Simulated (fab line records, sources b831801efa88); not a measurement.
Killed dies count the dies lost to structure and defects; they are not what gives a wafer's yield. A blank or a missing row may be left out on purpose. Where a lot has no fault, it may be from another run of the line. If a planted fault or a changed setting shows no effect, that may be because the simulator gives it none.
Check for tools in common ; flow gf180mcu ; Sample size 12 lots and 45 wafers

== REASON FOR OPENING ==
3 of 12 lots carry a flag on the reading HV_LDD_2_TW at GF_HV_LDD_TW_MEAS_23. Wafers without a fault read 1053, standard deviation 5.5.
Rule: a lot is flagged in two cases, either no wafer of it has a number, or all its wafers with numbers fall more than 4 standard deviations from that mean. The rest of the lots are taken to be sound.

lot;measured;on;HV_LDD_2_TW, wafer by wafer;flag
L963;day 11 01:49;filmMetro-01;1040 1055 1044;
L966;day 12 01:56;filmMetro-02;1057 1057 1053;
L967;day 12 12:16;filmMetro-02;1049 1051 1053;
L969;day 13 05:28;filmMetro-01;1047 1044 1046;
L971;day 13 16:22;filmMetro-03;1050 1057 1059;
L974;day 14 15:46;filmMetro-02;1053 1052 1061;
L975;day 14 22:59;filmMetro-01;1041 1046 1049;
L977;day 15 10:19;filmMetro-02;30 30 30 30 30 30;FLAGGED
L978;day 15 22:14;filmMetro-02;30 30 30 30 30 30;FLAGGED
L979;day 16 04:32;filmMetro-03;30 30 30 30 30 30;FLAGGED
L981;day 16 17:13;filmMetro-02;1059 1064 1055;
L985;day 18 01:22;filmMetro-02;1055 1056 1056;
Flagged lots average 30: -1023 relative to the usual, that is -99 or more standard deviations.

== WHICH TOOL RAN EACH LOT ==
The record holds 2 process steps before the reading, out of a route of 602 steps. Cell contents, in order: the tool; ch with the chambers the sampled wafers went through; the start.
lot;flag;GF_HV_LDD_STRIP_10;GF_HV_LDD_STRIP_22
L963;;plasmaAsher-01 ch 0,1, day 10 06:55;plasmaAsher-01 ch 0,1, day 11 01:43
L966;;plasmaAsher-01 ch 0,1, day 11 06:47;plasmaAsher-03 ch 0,1, day 12 01:51
L967;;plasmaAsher-02 ch 0,1, day 11 16:37;plasmaAsher-02 ch 0,1, day 12 12:10
L969;;plasmaAsher-02 ch 0,1, day 12 09:04;plasmaAsher-01 ch 0,1, day 13 05:21
L971;;plasmaAsher-03 ch 0,1, day 12 20:06;plasmaAsher-02 ch 0,1, day 13 16:16
L974;;plasmaAsher-03 ch 1, day 13 18:31;plasmaAsher-03 ch 0,1, day 14 15:40
L975;;plasmaAsher-02 ch 0,1, day 14 01:05;plasmaAsher-01 ch 0,1, day 14 22:54
L977;FLAGGED;plasmaAsher-03 ch 0,1, day 14 12:56;plasmaAsher-03 ch 0,1, day 15 10:14
L978;FLAGGED;plasmaAsher-01 ch 0,1, day 15 00:03;plasmaAsher-01 ch 0,1, day 15 22:08
L979;FLAGGED;plasmaAsher-01 ch 0, day 15 06:09;plasmaAsher-01 ch 0,1, day 16 04:25
L981;;plasmaAsher-01 ch 0,1, day 15 18:57;plasmaAsher-03 ch 0,1, day 16 17:08
L985;;plasmaAsher-03 ch 0,1, day 17 01:07;plasmaAsher-03 ch 0,1, day 18 01:16
These steps, and what they do:
- GF_HV_LDD_STRIP_10: strips in O2/N2.
- GF_HV_LDD_STRIP_22: strips in O2/N2.
- GF_HV_LDD_TW_MEAS_23

== FLAGGED AGAINST TOTAL, ONE TOOL AT A TIME (gauges that did the reading follow at the end) ==
step;tool;lots run;flagged;share of the flagged lots;sound lots run after its first flagged lot
GF_HV_LDD_STRIP_10;plasmaAsher-01;5;2;some;1 (L981)
GF_HV_LDD_STRIP_10;plasmaAsher-02;3;0;none;-
GF_HV_LDD_STRIP_10;plasmaAsher-03;4;1;some;1 (L985)
GF_HV_LDD_STRIP_22;plasmaAsher-01;5;2;some;0
GF_HV_LDD_STRIP_22;plasmaAsher-02;2;0;none;-
GF_HV_LDD_STRIP_22;plasmaAsher-03;5;1;some;2 (L981,L985)
GF_HV_LDD_TW_MEAS_23;filmMetro-01;3;0;none;-
GF_HV_LDD_TW_MEAS_23;filmMetro-02;7;2;some;2 (L981,L985)
GF_HV_LDD_TW_MEAS_23;filmMetro-03;2;1;some;0

== THE TABLE: WHAT IT ALLOWS ==
No row of the table ran every flagged lot.

== WHAT THE SIMULATOR HAD PUT IN ==
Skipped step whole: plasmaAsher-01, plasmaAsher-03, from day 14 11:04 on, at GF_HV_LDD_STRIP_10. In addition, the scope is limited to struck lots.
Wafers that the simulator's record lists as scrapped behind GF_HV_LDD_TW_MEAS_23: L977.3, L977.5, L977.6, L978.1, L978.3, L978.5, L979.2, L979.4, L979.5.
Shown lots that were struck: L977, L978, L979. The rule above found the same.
